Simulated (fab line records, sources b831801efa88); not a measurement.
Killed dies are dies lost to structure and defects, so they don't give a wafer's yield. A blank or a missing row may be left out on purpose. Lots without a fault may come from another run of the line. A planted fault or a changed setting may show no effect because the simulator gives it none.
fab line records | flow gf180mcu
record lots=5 wafers=27
route steps=602 shown STI@4 DUAL_GATE@153 HV_LDD@194 SAB@272 M1@315 M2@366
start_h: hours from the record's first day to the start of the lot's first wafer shown | wait_h: hours since the lot's step before | " the same as in the row above | L1.1+2: a row that stands for several wafers | - no value, or no start given | * or withheld: withheld | < > ~ a bound
route shown NAME@n: a module of which the file shows steps, and the number in the route of the first | usual: mean/standard deviation of fault-free wafers | same: alike in all rows | chamber/n: place in a boat | sites: the reading at each site | _std_site: their standard deviation | _edge_site: outer sites' mean less inner sites' | radius_mm: how far each site lies from the wafer's centre | mask NAME#n: copy n | behind: the tool/chamber that last shaped the wafer | hold: why the lot was held/for how many hours/how that ended | device: the transistor (n, p or np) that didn't switch | end of line: the same wafers' tests at the end of the route | a step without rows: its recipe alone | killed: dies lost to structure and defects at the first sort, not the wafer's yield | map: a wafer's dies, x killed, . not, _ none there
set.NAME: the setting as run; set.NAME@STEP: as run at that earlier step | model.NAME: the simulator's own value behind a step, which no gauge read
lots whose settings were changed on purpose; a table a step, a row a wafer
## steps
# step GF_STI_CVD_03
# recipe material=Si3N4 precursor=DCS/NH3 target_thk_nm=207.16 temp_c=770 time_s=3551 pressure_mtorr=250
# columns lot.wafer tool chamber start_h wait_h set.time_s model.Si3N4_of_STI_CVD_03.thk_nm
L075.1 - - - 0.1 5025 288
L075.2+6 " - " " 5025 290.9
L075.3 " - " " 5025 290.4
L075.4 " - " " 5025 291.7
L075.5 " - " " 5025 290.7
L076.2 lpcvd-02 0 21.57 0.0 3551 207.9
L076.4 " 0 " " 3551 207
L076.6 " 0 " " 3551 207.5
L078.1 - - - 0.1 1995 116.4
L078.2 " - " " 1995 119
L078.3 " - " " 1995 115.9
L078.4 " - " " 1995 117.6
L078.5 " - " " 1995 118.9
L078.6 " - " " 1995 119.1
L082.1 - - - 0.1 5537 323.5
L082.2 " - " " 5537 323.4
L082.3 " - " " 5537 321.7
L082.4 " - " " 5537 322.9
L082.5 " - " " 5537 324.6
L082.6 " - " " 5537 323.9
L085.1 - - - 0.1 2690 158.8
L085.2+4 " - " " 2690 158.5
L085.3 " - " " 2690 157.9
L085.5 " - " " 2690 156.6
L085.6 " - " " 2690 158.2
# step GF_STI_THK_MEAS_04
# recipe reads=Si3N4_of_STI_CVD_03
# usual STI_CVD_03_THK=206.7/2
# columns lot.wafer tool chamber start_h wait_h set.time_s@STI_CVD_03 STI_CVD_03_THK[nm]
L075.1 film_metro-04 - - - 5025 288.2
L075.2 " - " " 5025 291.1
L075.3 " - " " 5025 290.2
L075.4 " - " " 5025 291.6
L075.5 " - " " 5025 290.8
L075.6 " - " " 5025 290.9
L076.2 film_metro-04 - 23.57 0.0 3551 208.1
L076.4 " - " " 3551 206.9
L076.6 " - " " 3551 207.5
L078.1 film_metro-04 - - - 1995 116.4
L078.2 " - " " 1995 119.0
L078.3 " - " " 1995 115.9
L078.4 " - " " 1995 117.6
L078.5 " - " " 1995 118.9
L078.6 " - " " 1995 119.2
L082.1 film_metro-01 - - - 5537 323.6
L082.2 " - " " 5537 323.6
L082.3 " - " " 5537 321.7
L082.4 " - " " 5537 322.8
L082.5 " - " " 5537 324.9
L082.6 " - " " 5537 324.1
L085.1 film_metro-01 - - - 2690 158.8
L085.2 " - " " 2690 158.4
L085.3 " - " " 2690 158.0
L085.4 " - " " 2690 158.5
L085.5 " - " " 2690 156.5
L085.6 " - " " 2690 158.1
# step GF_STI_DEHYDRATE_05
# recipe temp_c=200 time_s=60
# step GF_STI_HMDS_06
# recipe prime_time_s=60 prime_temp_c=120
# step GF_STI_DEVELOP_11
# recipe develop_time_s=60 dev_temp_c=21
# step GF_STI_ETCH_13
# recipe chemistry=CHF3/O2 stop_on=Si over_etch_frac=0.3 target_depth_a=2823.1 source_w=600 bias_w=200 pressure_mtorr=40 chf3_flow_sccm=50 O2_flow_sccm=5 time_s=112.9
# usual oes_product_au=0.832/0.0063
# columns lot.wafer tool chamber start_h wait_h set.time_s@STI_CVD_03 oes_product_au model.etch.depth_nm
L075.1 rie_diel-02 1 31.37 0.1 5025 1.003 -
L075.2 " 2 " " 5025 0.984 -
L075.3 " 3 " " 5025 0.998 279.6
L075.4 " 0 " " 5025 0.997 -
L075.5 " 0 " " 5025 0.999 -
L075.6 " 1 " " 5025 1.000 290.3
L076.2 rie_diel-02 2 35.35 0.1 3551 0.836 207.9
L076.4 " 1 " " 3551 0.829 207
L076.6 " 1 " " 3551 0.837 207.5
L078.1 rie_diel-02 1 46.25 0.1 1995 0.633 -
L078.2 " 3 " " 1995 0.638 -
L078.3 " 0 " " 1995 0.633 115.9
L078.4 " 2 " " 1995 0.636 117.6
L078.5 " 3 " " 1995 0.641 -
L078.6 " 2 " " 1995 0.641 119.1
L082.1 rie_diel-03 2 66.80 0.1 5537 0.996 -
L082.2 " 0 " " 5537 1.017 -
L082.3 " 2 " " 5537 1.009 -
L082.4 " 0 " " 5537 1.013 -
L082.5 " 2 " " 5537 1.005 283
L082.6 " 0 " " 5537 1.010 287.7
L085.1 rie_diel-04 2 82.26 0.1 2690 0.726 158.8
L085.2 " 3 " " 2690 0.717 158.5
L085.3 " 1 " " 2690 0.730 157.9
L085.4 " 0 " " 2690 0.731 158.5
L085.5 " 1 " " 2690 0.725 156.6
L085.6 " 0 " " 2690 0.728 158.2
# step GF_STI_ETCH_14
# recipe target=Si chemistry=HBr/Cl2/O2 target_depth_nm=360 icp_w=600 bias_w=150 pressure_mtorr=15 HBr_flow_sccm=150 Cl2_flow_sccm=40 O2_flow_sccm=6 time_s=102.9
# columns lot.wafer tool chamber start_h wait_h set.time_s model.etch.depth_nm model.STI.feature_depth_nm model.KrF_of_STI_COAT_07.thk_nm
L075.1 rie_si-02 0 31.45 0.0 102.9 - 355.6 313.9
L075.2 " 1 " " 102.9 - 366.8 325
L075.3 " 2 " " 64.56 227.8 227.8 366.6
L075.4 " 3 " " 64.56 - 220.1 372.8
L075.5 " 3 " " 102.9 - 353.3 325.4
L075.6 " 2 " " 64.56 226.7 226.7 360.5
L076.2 rie_si-01 1 35.43 0.0 102.9 361.2 361.2 325.9
L076.4 " 0 " " 102.9 367.2 367.2 311.7
L076.6 " 0 " " 102.9 368.2 368.2 309.1
L078.1 rie_si-02 3 46.33 0.0 143.3 - 491.1 267
L078.2 " 1 " " 102.9 - 365.9 318.6
L078.3 " 0 " " 102.9 356.3 356.3 321.2
L078.4 " 2 " " 143.3 502.8 502.8 275.4
L078.5 " 1 " " 102.9 - 367.8 321
L078.6 " 2 " " 143.3 505.1 505.1 274.9
L082.1 rie_si-01 0 66.92 0.1 49.8 - 179 379.6
L082.2 " 2 " " 102.9 - 351.4 314.9
L082.3 " 1 " " 102.9 - 353.3 320.3
L082.4 " 3 " " 49.8 - 174.5 375.2
L082.5 " 1 " " 49.8 173.6 173.6 378.4
L082.6 " 0 " " 102.9 368.2 368.2 311.6
L085.1 rie_si-02 1 82.34 0.0 54.84 197.8 197.8 373.4
L085.2 " 0 " " 54.84 190.9 190.9 375.4
L085.3 " 2 " " 102.9 366.4 366.4 326.3
L085.4 " 3 " " 102.9 359.8 359.8 321.4
L085.5 " 2 " " 102.9 368.5 368.5 325.6
L085.6 " 3 " " 54.84 189 189 376
# step GF_STI_STRIP_15
# recipe chemistry=O2/N2 power_w=1400 pressure_mtorr=1500 platen_temp_c=250 o2_flow_sccm=3000 n2_flow_sccm=300 overash_fraction=0.5
# usual oes_product_au=0.383/0.0053 strip_time_to_endpoint_s=3.71/0.056
# columns lot.wafer tool chamber start_h wait_h set.time_s@STI_ETCH_14 oes_product_au strip_time_to_endpoint_s
L075.1 plasma_asher-02 0 31.52 0.0 102.9 0.382 3.67
L075.2 " 1 " " 102.9 0.381 3.79
L075.3 " 1 " " 64.56 0.398 4.21
L075.4 " 0 " " 64.56 0.404 4.29
L075.5 " 1 " " 102.9 0.385 3.79
L075.6 " 0 " " 64.56 0.399 4.15
L076.2 plasma_asher-02 1 35.50 0.0 102.9 0.390 3.81
L076.4 " 1 " " 102.9 0.382 3.62
L076.6 " 1 " " 102.9 0.380 3.62
L078.1 plasma_asher-03 1 46.40 0.0 143.3 0.352 3.16
L078.2 " 0 " " 102.9 0.387 3.71
L078.3 " 0 " " 102.9 0.383 3.74
L078.4 " 1 " " 143.3 0.364 3.24
L078.5 " 0 " " 102.9 0.379 3.75
L078.6 " 1 " " 143.3 0.363 3.24
L082.1 plasma_asher-04 0 66.99 0.0 49.8 0.407 4.36
L082.2 " 1 " " 102.9 0.380 3.67
L082.3 " 0 " " 102.9 0.386 3.75
L082.4 " 1 " " 49.8 0.413 4.32
L082.5 " 0 " " 49.8 0.409 4.34
L082.6 " 1 " " 102.9 0.376 3.66
L085.1 plasma_asher-04 1 82.42 0.0 54.84 0.417 4.29
L085.2 " 0 " " 54.84 0.407 4.31
L085.3 " 0 " " 102.9 0.386 3.80
L085.4 " 1 " " 102.9 0.382 3.76
L085.5 " 1 " " 102.9 0.386 3.79
L085.6 " 0 " " 54.84 0.419 4.31
# step GF_DUAL_GATE_WET_ETCH_12
# recipe chemistry=dHF target_depth_nm=13 dry=n2_spin target=SiO2 temp_c=25 dilution=100:1 time_s=260
# columns lot.wafer tool chamber start_h wait_h set.time_s model.SiO2_of_STI_CVD_23.thk_nm
L075.1 - - - 0.0 377 359.1
L075.2+5 " - " " 377 358.1
L075.3+4 " - " " 377 355.9
L075.6 " - " " 377 355.3
L076.2 wet_bench-02 0 184.68 0.0 260 361.1
L076.4 " 0 " " 260 362.8
L076.6 " 0 " " 260 363.3
L078.1 - - - 0.0 384.1 358.8
L078.2 " - " " 384.1 359.4
L078.3 " - " " 384.1 360.8
L078.4 " - " " 384.1 357.7
L078.5 " - " " 384.1 356.1
L078.6 " - " " 384.1 359
L082.1 - - - 0.0 387.9 359.3
L082.2 " - " " 387.9 358.5
L082.3 " - " " 387.9 359.4
L082.4 " - " " 387.9 356.6
L082.5 " - " " 387.9 356.8
L082.6 " - " " 387.9 358.6
L085.1 - - - 0.0 170 370.4
L085.2 " - " " 170 370.1
L085.3 " - " " 170 371.4
L085.4+6 " - " " 170 369.1
L085.5 " - " " 170 368.2
# step GF_HV_LDD_DEVELOP_18
# recipe develop_time_s=60 dev_temp_c=23
# columns lot.wafer tool chamber start_h wait_h set.develop_time_s
L075.1+2+3+4+5+6 litho_track-03 0 241.99 0.1 60
L076.2+4+6 litho_track-03 0 244.42 0.1 60
L078.1+3+6 litho_track-03 0 262.29 0.1 60
L078.2+4+5 " 0 " " 79.35
L082.1+4+6 litho_track-01 0 291.94 0.1 60
L082.2+3+5 " 0 " " 82.84
L085.1+2+3+4+5+6 litho_track-03 0 325.74 0.1 60
# step GF_HV_LDD_CD_MEAS_19
# recipe target_cd_nm=400
# usual cd_nm=400.5/2.2
# columns lot.wafer tool chamber start_h wait_h set.develop_time_s@HV_LDD_DEVELOP_18 cd_nm
L075.1 cd_sem-01 - 242.14 0.1 60 400.9
L075.2 " - " " 60 401.5
L075.3 " - " " 60 399.8
L075.4 " - " " 60 402.9
L075.5 " - " " 60 401.4
L075.6 " - " " 60 403.7
L076.2 cd_sem-01 - 244.56 0.1 60 399.2
L076.4 " - " " 60 397.8
L076.6 " - " " 60 397.6
L078.1 cd_sem-01 - 262.44 0.1 60 399.5
L078.2 " - " " 79.35 427.3
L078.3 " - " " 60 400.0
L078.4 " - " " 79.35 426.4
L078.5 " - " " 79.35 425.8
L078.6 " - " " 60 399.0
L082.1 cd_sem-01 - 292.09 0.1 60 403.4
L082.2 " - " " 82.84 430.0
L082.3 " - " " 82.84 432.9
L082.4 " - " " 60 399.5
L082.5 " - " " 82.84 431.0
L082.6 " - " " 60 402.1
L085.1 cd_sem-01 - 325.89 0.1 60 401.1
L085.2 " - " " 60 402.7
L085.3 " - " " 60 401.3
L085.4 " - " " 60 401.4
L085.5 " - " " 60 400.8
L085.6 " - " " 60 400.6
# step GF_SAB_DEVELOP_08
# recipe develop_time_s=60 dev_temp_c=23
# columns lot.wafer tool chamber start_h wait_h set.develop_time_s
L075.1+2+3+4+5+6 litho_track-01 0 345.54 0.1 60
L076.2+4+6 litho_track-04 0 348.23 0.1 60
L078.1+4+6 litho_track-02 0 370.47 0.1 88.12
L078.2+3+5 " 0 " " 60
L082.1+4+5 litho_track-02 0 403.72 0.1 60
L082.2+3+6 " 0 " " 89.96
L085.1+5+6 litho_track-02 0 444.97 0.1 60
L085.2+3+4 " 0 " " 35.68
# step GF_SAB_CD_MEAS_09
# recipe target_cd_nm=420
# usual cd_nm=421.6/1.9
# columns lot.wafer tool chamber start_h wait_h set.develop_time_s@SAB_DEVELOP_08 cd_nm
L075.1 cd_sem-01 - 345.69 0.1 60 422.4
L075.2 " - " " 60 423.5
L075.3 " - " " 60 423.9
L075.4 " - " " 60 423.3
L075.5 " - " " 60 423.6
L075.6 " - " " 60 422.2
L076.2 cd_sem-01 - 348.38 0.1 60 419.9
L076.4 " - " " 60 420.9
L076.6 " - " " 60 420.7
L078.1 cd_sem-02 - 370.62 0.1 88.12 385.3
L078.2 " - " " 60 420.3
L078.3 " - " " 60 423.3
L078.4 " - " " 88.12 387.4
L078.5 " - " " 60 420.3
L078.6 " - " " 88.12 383.1
L082.1 cd_sem-01 - 403.87 0.1 60 420.1
L082.2 " - " " 89.96 385.1
L082.3 " - " " 89.96 385.1
L082.4 " - " " 60 422.4
L082.5 " - " " 60 419.9
L082.6 " - " " 89.96 385.5
L085.1 cd_sem-02 - 445.12 0.1 60 419.7
L085.2 " - " " 35.68 474.4
L085.3 " - " " 35.68 472.5
L085.4 " - " " 35.68 472.6
L085.5 " - " " 60 419.2
L085.6 " - " " 60 421.4
# step GF_SAB_ETCH_11
# recipe chemistry=C4F8/O2/Ar mask_material=NOVOLAK target=SiO2 target_depth_nm=55 source_w=1500 bias_w=1200 pressure_mtorr=40 c4f8_flow_sccm=withheld O2_flow_sccm=6 Ar_flow_sccm=300 time_s=8.5
# columns lot.wafer tool chamber start_h wait_h set.develop_time_s@SAB_DEVELOP_08 model.SAB.cd_nm
L075.1 rie_diel-01 2 345.85 0.0 60 422.2
L075.2+5 " 0 " " 60 423.5
L075.3 " 1 " " 60 424.2
L075.4 " 3 " " 60 422.9
L075.6 " 3 " " 60 422.3
L076.2 rie_diel-03 2 348.51 0.0 60 420.2
L076.4 " 3 " " 60 420.3
L076.6 " 1 " " 60 421.1
L078.1 rie_diel-01 3 370.78 0.0 88.12 385.1
L078.2 " 2 " " 60 420.1
L078.3 " 0 " " 60 423.1
L078.4 " 1 " " 88.12 387.6
L078.5 " 1 " " 60 420.3
L078.6 " 0 " " 88.12 382.6
L082.1 rie_diel-04 2 404.03 0.0 60 420.3
L082.2 " 0 " " 89.96 384.9
L082.3 " 1 " " 89.96 385.1
L082.4 " 3 " " 60 422.6
L082.5 " 1 " " 60 419.7
L082.6 " 2 " " 89.96 386
L085.1 rie_diel-03 1 445.28 0.0 60 420.3
L085.2 " 2 " " 35.68 474.8
L085.3 " 3 " " 35.68 472.2
L085.4 " 0 " " 35.68 472.5
L085.5 " 2 " " 60 419.5
L085.6 " 3 " " 60 421.2
# step GF_M1_SPUTTER_00
# recipe material=Ti target_thk_nm=37.5 arriving_ion_energy_ev=80 substrate_temp_c=200 chamber_pressure_pa=2 power_w=4000 time_s=150
# columns lot.wafer tool chamber start_h wait_h set.time_s model.Ti_of_M1_SPUTTER_00.thk_nm
L075.1 pvd_sputter-01 - 370.37 0.2 107.1 26.16
L075.2 " - " " 150 36.76
L075.3 " - " " 150 37.66
L075.4 " - " " 107.1 25.98
L075.5 " - " " 107.1 26.08
L075.6 " - " " 150 36.91
L076.2 pvd_sputter-04 - 373.50 0.1 150 37.41
L076.4 " - " " 150 37.33
L076.6 " - " " 150 37.71
L078.1 pvd_sputter-03 - 397.47 0.2 215.4 54.04
L078.2 " - " " 215.4 53.87
L078.3 " - " " 150 37.82
L078.4 " - " " 150 37.88
L078.5 " - " " 215.4 53.86
L078.6 " - " " 150 37.57
L082.1 pvd_sputter-01 - 430.20 0.2 178.9 44.95
L082.2 " - " " 178.9 45.24
L082.3 " - " " 150 37.6
L082.4 " - " " 178.9 44.38
L082.5 " - " " 150 37.82
L082.6 " - " " 150 37.26
L085.1 pvd_sputter-01 - 472.14 0.1 150 37.98
L085.2 " - " " 150 37.39
L085.3 " - " " 150 37.4
L085.4 " - " " 150 37.79
L085.5 " - " " 150 37.83
L085.6 " - " " 150 37.73
# step GF_M2_SPUTTER_04
# recipe material=TiN target_thk_nm=50 power_w=6500 time_s=41.7 chamber_pressure_pa=0.4
# columns lot.wafer tool chamber start_h wait_h set.time_s model.TiN_of_M2_SPUTTER_04.thk_nm
L075.1 pvd_sputter-04 - 421.10 0.0 63.02 75.89
L075.2 " - " " 63.02 75.09
L075.3 " - " " 41.7 50.43
L075.4 " - " " 41.7 50.13
L075.5 " - " " 63.02 76
L075.6 " - " " 41.7 50.02
L076.2 pvd_sputter-01 - 424.41 0.0 41.7 49.67
L076.4 " - " " 41.7 49.46
L076.6 " - " " 41.7 49.32
L078.1 pvd_sputter-02 - 449.06 0.0 41.7 49.48
L078.2 " - " " 41.7 49.28
L078.3 " - " " 41.7 49.39
L078.4 " - " " 41.7 49.59
L078.5 " - " " 41.7 49.27
L078.6 " - " " 41.7 49.43
L082.1 pvd_sputter-01 - 482.45 0.0 64.07 77.29
L082.2 " - " " 64.07 77.69
L082.3 " - " " 64.07 76.81
L082.4 " - " " 41.7 50.61
L082.5 " - " " 41.7 50.29
L082.6 " - " " 41.7 50.9
L085.1 pvd_sputter-01 - 522.71 0.0 41.7 49.92
L085.2 " - " " 41.7 49.69
L085.3 " - " " 41.7 50.43
L085.4 " - " " 41.7 49.7
L085.5 " - " " 41.7 50.42
L085.6 " - " " 41.7 50.38
# step GF_M2_THK_MEAS_06
# recipe thk_meas_gauge=xrf reads=AlCu_of_M2_SPUTTER_02
# usual M2_ALCU_THK=444/4.6
# columns lot.wafer tool chamber start_h wait_h set.time_s@M2_SPUTTER_04 M2_ALCU_THK[nm]
L075.1 film_metro-03 - 421.26 0.1 63.02 426
L075.2 " - " " 63.02 421
L075.3 " - " " 41.7 441
L075.4 " - " " 41.7 445
L075.5 " - " " 63.02 420
L075.6 " - " " 41.7 446
L076.2 film_metro-02 - 424.58 0.1 41.7 446
L076.4 " - " " 41.7 443
L076.6 " - " " 41.7 446
L078.1 film_metro-01 - 449.22 0.1 41.7 435
L078.2 " - " " 41.7 439
L078.3 " - " " 41.7 436
L078.4 " - " " 41.7 440
L078.5 " - " " 41.7 437
L078.6 " - " " 41.7 438
L082.1 film_metro-02 - 482.61 0.1 64.07 427
L082.2 " - " " 64.07 430
L082.3 " - " " 64.07 429
L082.4 " - " " 41.7 453
L082.5 " - " " 41.7 449
L082.6 " - " " 41.7 451
L085.1 film_metro-03 - 522.87 0.1 41.7 448
L085.2 " - " " 41.7 450
L085.3 " - " " 41.7 451
L085.4 " - " " 41.7 453
L085.5 " - " " 41.7 452
L085.6 " - " " 41.7 450
## key
split step=GF_STI_CVD_03 setting=time_s stated=3551 by=lot
response step=GF_STI_CVD_03 reading=model.Si3N4_of_STI_CVD_03.thk_nm change=+2.05 per=1% r=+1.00
response step=GF_STI_THK_MEAS_04 reading=STI_CVD_03_THK change=+2.05 per=1% r=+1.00
response step=GF_STI_ETCH_13 reading=oes_product_au change=+0.00384 per=1% r=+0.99
response step=GF_STI_ETCH_13 reading=model.etch.depth_nm change=+1.77 per=1% r=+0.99
split step=GF_STI_ETCH_14 setting=time_s stated=102.9 by=wafer
response step=GF_STI_ETCH_14 reading=model.etch.depth_nm change=+3.72 per=1% r=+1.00
response step=GF_STI_ETCH_14 reading=model.STI.feature_depth_nm change=+3.57 per=1% r=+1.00
response step=GF_STI_ETCH_14 reading=model.KrF_of_STI_COAT_07.thk_nm change=-1.17 per=1% r=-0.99
response step=GF_STI_STRIP_15 reading=oes_product_au change=-0.000566 per=1% r=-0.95
response step=GF_STI_STRIP_15 reading=strip_time_to_endpoint_s change=* per=1% r=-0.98
split step=GF_DUAL_GATE_WET_ETCH_12 setting=time_s stated=260 by=lot
response step=GF_DUAL_GATE_WET_ETCH_12 reading=model.SiO2_of_STI_CVD_23.thk_nm change=-0.137 per=1% r=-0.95
split step=GF_HV_LDD_DEVELOP_18 setting=develop_time_s stated=60 by=wafer
response step=GF_HV_LDD_CD_MEAS_19 reading=cd_nm change=+0.803 per=1% r=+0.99
split step=GF_SAB_DEVELOP_08 setting=develop_time_s stated=60 by=wafer
response step=GF_SAB_CD_MEAS_09 reading=cd_nm change=-0.887 per=1% r=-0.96
response step=GF_SAB_ETCH_11 reading=model.SAB.cd_nm change=-0.885 per=1% r=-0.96
split step=GF_M1_SPUTTER_00 setting=time_s stated=150 by=wafer
response step=GF_M1_SPUTTER_00 reading=model.Ti_of_M1_SPUTTER_00.thk_nm change=+0.376 per=1% r=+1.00
split step=GF_M2_SPUTTER_04 setting=time_s stated=41.7 by=wafer
response step=GF_M2_SPUTTER_04 reading=model.TiN_of_M2_SPUTTER_04.thk_nm change=+0.498 per=1% r=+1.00
response step=GF_M2_THK_MEAS_06 reading=M2_ALCU_THK change=-0.416 per=1% r=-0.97
